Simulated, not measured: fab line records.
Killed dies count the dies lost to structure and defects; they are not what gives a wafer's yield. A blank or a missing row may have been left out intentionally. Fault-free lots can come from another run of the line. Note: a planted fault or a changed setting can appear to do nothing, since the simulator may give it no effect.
Which tool is to blame? + flow gf180mcu + 13 lots, 39 wafers sampled, at 4 steps of a route of 602

== WHAT THE GAUGES READ, wafer by wafer ==
GF_HV_LDD_CD_MEAS_46 targets a cd of 400 nm.
| lot  | measured     | on       | cdNm (nm)                           |
|------|--------------|----------|-------------------------------------|
| L461 | day 13 02:17 | cdSem-01 | 404.4 404.0 403.0                   |
| L462 | day 13 08:38 | cdSem-01 | 404.3 403.5 402.6                   |
| L464 | day 13 20:24 | cdSem-01 | 403.5 404.5 403.9                   |
| L465 | day 14 09:09 | cdSem-02 | 404.0 403.0 402.8                   |
| L466 | day 14 17:18 | cdSem-01 | 398.4 400.3 398.4                   |
| L467 | day 15 00:46 | cdSem-01 | 399.1 400.1 400.4                   |
| L468 | day 15 06:28 | cdSem-02 | 399.0 397.9 396.9                   |
| L469 | day 15 20:41 | cdSem-01 | 398.8 400.0 401.8                   |
| L471 | day 16 11:48 | cdSem-01 | 399.2 399.1 398.8                   |
| L474 | day 17 14:18 | cdSem-02 | 398.0 397.4 398.2                   |
| L477 | day 18 15:48 | cdSem-01 | 390.7 391.2 391.4 391.2 391.6 390.9 |
| L480 | day 19 08:57 | cdSem-01 | 392.0 393.2 391.2                   |
| L482 | day 20 05:04 | cdSem-01 | 402.4 402.6 401.7                   |

GF_CONTACT_THK_MEAS_26: measures by xrf.
| lot  | measured     | on           | CONTACT_W_THK (nm) |
|------|--------------|--------------|--------------------|
| L461 | day 16 23:08 | filmMetro-03 | 296 297 299        |
| L462 | day 17 05:49 | filmMetro-01 | 303 307 299        |
| L464 | day 17 19:39 | filmMetro-03 | 295 293 297        |
| L465 | day 18 10:29 | filmMetro-03 | 299 301 300        |
| L466 | day 18 18:36 | filmMetro-03 | 294 293 292        |
| L467 | day 19 03:46 | filmMetro-03 | 300 298 298        |
| L468 | day 19 08:59 | filmMetro-02 | 301 307 304        |
| L469 | day 19 22:46 | filmMetro-02 | 303 304 299        |
| L471 | day 20 23:08 | filmMetro-01 | 299 302 305        |
| L474 | day 22 00:22 | filmMetro-01 | 299 298 306        |
| L477 | day 23 01:07 | filmMetro-03 | 297 296 292        |
| L480 | day 23 13:31 | filmMetro-01 | 300 306 303        |
| L482 | day 24 09:01 | filmMetro-01 | 298 296 299        |

== TOOL THAT RAN EACH LOT (tool first, then ch and the chambers of the sampled wafers, then the start) ==
| lot  | GF_VT_IMPLANT_STRIP_31              | GF_HV_LDD_DEVELOP_45             |
|------|-------------------------------------|----------------------------------|
| L461 | plasmaAsher-02 ch 0,1, day 7 11:44  | lithoTrack-01 ch 0, day 13 02:08 |
| L462 | plasmaAsher-03 ch 0,1, day 7 16:05  | lithoTrack-01 ch 0, day 13 08:29 |
| L464 | plasmaAsher-04 ch 1, day 8 04:03    | lithoTrack-02 ch 0, day 13 20:15 |
| L465 | plasmaAsher-02 ch 0,1, day 8 12:00  | lithoTrack-04 ch 0, day 14 09:00 |
| L466 | plasmaAsher-02 ch 0,1, day 8 17:56  | lithoTrack-01 ch 0, day 14 17:09 |
| L467 | plasmaAsher-03 ch 0,1, day 9 01:41  | lithoTrack-01 ch 0, day 15 00:37 |
| L468 | plasmaAsher-02 ch 0,1, day 9 06:38  | lithoTrack-01 ch 0, day 15 06:19 |
| L469 | plasmaAsher-02 ch 0,1, day 9 17:59  | lithoTrack-01 ch 0, day 15 20:33 |
| L471 | plasmaAsher-04 ch 0,1, day 10 06:39 | lithoTrack-02 ch 0, day 16 11:39 |
| L474 | plasmaAsher-02 ch 0,1, day 11 01:05 | lithoTrack-04 ch 0, day 17 14:09 |
| L477 | plasmaAsher-04 ch 0, day 11 20:48   | lithoTrack-04 ch 0, day 18 15:39 |
| L480 | plasmaAsher-02 ch 0,1, day 12 14:09 | lithoTrack-04 ch 0, day 19 08:48 |
| L482 | plasmaAsher-04 ch 0,1, day 13 04:35 | lithoTrack-02 ch 0, day 20 04:55 |
- GF_VT_IMPLANT_STRIP_31: strips in O2/N2.
- GF_HV_LDD_DEVELOP_45: develop time 60 s.

== WHAT THE TOOLS THEMSELVES READ (means of the sampled wafers that have a number; where no wafer has one, the mark that the record gives instead) ==
GF_VT_IMPLANT_STRIP_31.
| lot  | tool           | chamberPressureMTorr (mTorr) | drypumpMotorCurrentA (A) | heaterPowerW (W) | oesProductAu (a.u.) | stripTimeToEndpointS (s) |
|------|----------------|------------------------------|--------------------------|------------------|---------------------|--------------------------|
| L461 | plasmaAsher-02 | 1500.9                       | 5.7                      | 326              | 0.717               | 12.62                    |
| L462 | plasmaAsher-03 | 1501.0                       | 5.5                      | 366              | 0.718               | 12.63                    |
| L464 | plasmaAsher-04 | 1500.6                       | 5.4                      | 335              | 0.719               | 12.67                    |
| L465 | plasmaAsher-02 | 1501.0                       | 5.6                      | 326              | 0.714               | 12.62                    |
| L466 | plasmaAsher-02 | 1501.1                       | 5.6                      | 330              | 0.722               | 12.59                    |
| L467 | plasmaAsher-03 | 1499.6                       | 5.7                      | 362              | 0.713               | 12.59                    |
| L468 | plasmaAsher-02 | 1498.9                       | 5.6                      | 330              | 0.715               | 12.66                    |
| L469 | plasmaAsher-02 | 1499.9                       | 5.9                      | 316              | 0.713               | 12.58                    |
| L471 | plasmaAsher-04 | 1501.5                       | 5.5                      | 334              | 0.715               | 12.61                    |
| L474 | plasmaAsher-02 | 1501.3                       | 5.9                      | 308              | 0.718               | 12.62                    |
| L477 | plasmaAsher-04 | 1499.4                       | 5.5                      | 343              | 0.716               | 12.61                    |
| L480 | plasmaAsher-02 | 1499.1                       | 5.9                      | 311              | 0.712               | 12.59                    |
| L482 | plasmaAsher-04 | 1499.0                       | 5.5                      | 335              | 0.714               | 12.58                    |

== THE ANSWER, worked out from the rows above alone ==
Rule: what is usual is taken from the lots themselves. Put in order of their means at a reading, lots are off if they are a third of the lots or fewer, leave a main group of 4 or more, and stand apart from it by a gap of 3 or more times the standard deviation of the main group's means; of several such gaps the widest counts. A main group whose means are all the same, to the digits that the tables above print for the reading, isn't used. A lot without any number at a reading at which 4 lots or more have one is off too. The other lots that the step has rows for count as sound. First the gauges in route order, then the tools' own readings, where a lot's mean is used as printed above. At the first step where some lot is off, the reading lying furthest off is the one used; lots without a number count as furthest.
Across all readings shown, no lot is off: no conclusion can be drawn from this.

== WHAT THE SIMULATOR PUT IN ==
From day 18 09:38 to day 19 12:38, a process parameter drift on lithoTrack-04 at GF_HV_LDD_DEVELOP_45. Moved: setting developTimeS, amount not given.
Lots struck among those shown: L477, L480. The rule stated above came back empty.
